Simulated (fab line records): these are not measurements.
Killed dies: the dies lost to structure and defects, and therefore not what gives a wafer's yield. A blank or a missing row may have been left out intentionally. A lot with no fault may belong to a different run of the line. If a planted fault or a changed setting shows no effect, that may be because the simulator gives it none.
What tool caused it? :: flow gf180mcu :: 11 lots with 33 wafers sampled at 2 steps, on a route of 602 steps

== WHAT EACH GAUGE READ, for each wafer ==
GF_STI_THK_MEAS_04.
lot: L949
measured: day 1 14:55
on: film-metro-01
STI_CVD_03_THK (nm): 209.2 209.1 208.3

lot: L950
measured: day 1 19:34
on: film-metro-03
STI_CVD_03_THK (nm): 207.3 204.5 208.1

lot: L951
measured: day 1 23:34
on: film-metro-02
STI_CVD_03_THK (nm): 206.1 206.2 204.8

lot: L952
measured: day 2 04:44
on: film-metro-03
STI_CVD_03_THK (nm): 204.6 205.1 205.4

lot: L953
measured: day 2 09:52
on: film-metro-03
STI_CVD_03_THK (nm): 211.7 211.7 212.2

lot: L954
measured: day 2 15:44
on: film-metro-01
STI_CVD_03_THK (nm): 208.1 205.9 206.3

lot: L955
measured: day 2 20:04
on: film-metro-03
STI_CVD_03_THK (nm): 205.9 206.5 205.2

lot: L957
measured: day 3 05:48
on: film-metro-02
STI_CVD_03_THK (nm): 208.6 208.4 209.6

lot: L962
measured: day 4 06:34
on: film-metro-01
STI_CVD_03_THK (nm): 238.7 238.8 238.2

lot: L970
measured: day 5 22:34
on: film-metro-02
STI_CVD_03_THK (nm): 209.3 209.3 210.3

lot: L972
measured: day 6 08:34
on: film-metro-03
STI_CVD_03_THK (nm): 208.0 207.3 207.2

== WHAT TOOL EACH LOT RAN ON (gives the tool, then ch and the chambers of the sampled wafers, and finally the start) ==
lot: L949
GF_STI_CVD_03: lpcvd-02 ch 1, day 1 12:55

lot: L950
GF_STI_CVD_03: lpcvd-01 ch 0, day 1 16:34

lot: L951
GF_STI_CVD_03: lpcvd-01 ch 1, day 1 21:34

lot: L952
GF_STI_CVD_03: lpcvd-01 ch 1, day 2 02:45

lot: L953
GF_STI_CVD_03: lpcvd-02 ch 0, day 2 07:52

lot: L954
GF_STI_CVD_03: lpcvd-02 ch 1, day 2 13:44

lot: L955
GF_STI_CVD_03: lpcvd-02 ch 0, day 2 18:04

lot: L957
GF_STI_CVD_03: lpcvd-02 ch 0, day 3 03:49

lot: L962
GF_STI_CVD_03: lpcvd-02 ch 1, day 4 04:34

lot: L970
GF_STI_CVD_03: lpcvd-01 ch 0, day 5 20:34

lot: L972
GF_STI_CVD_03: lpcvd-01 ch 0, day 6 06:34
- GF_STI_CVD_03: deposits Si3N4 from DCS/NH3, target thk 207.16 nm, time 3551 s.

== THE ANSWER, worked out from the rows above alone ==
Rule: the usual values come from the lots themselves. Put in order of their means at a reading, lots are off if they are a third of the lots or fewer, leave a main group of 4 or more, and stand apart from it by a gap of 3 or more times the standard deviation of the main group's means; of several such gaps the widest counts. If all means in a main group match to the digits the tables above print for the reading, that group is not used. A lot without any number at a reading at which 4 lots or more have one is off too. Any other lot the step has rows for is counted as sound.
Off: L962, at GF_STI_THK_MEAS_04 (STI_CVD_03_THK). Mean 207.7 nm and standard deviation 2 in the main group.
If a tool, at a process step before that reading, ran all the lots that are off and no sound lot after the first of them, it fits. Gauges at GF_STI_THK_MEAS_04: tried the same way as those tools. Undecided on this evidence; 2 tools fit (lpcvd-02 at GF_STI_CVD_03, film-metro-01 at GF_STI_THK_MEAS_04).

== WHAT THE SIMULATOR HAD PUT IN ==
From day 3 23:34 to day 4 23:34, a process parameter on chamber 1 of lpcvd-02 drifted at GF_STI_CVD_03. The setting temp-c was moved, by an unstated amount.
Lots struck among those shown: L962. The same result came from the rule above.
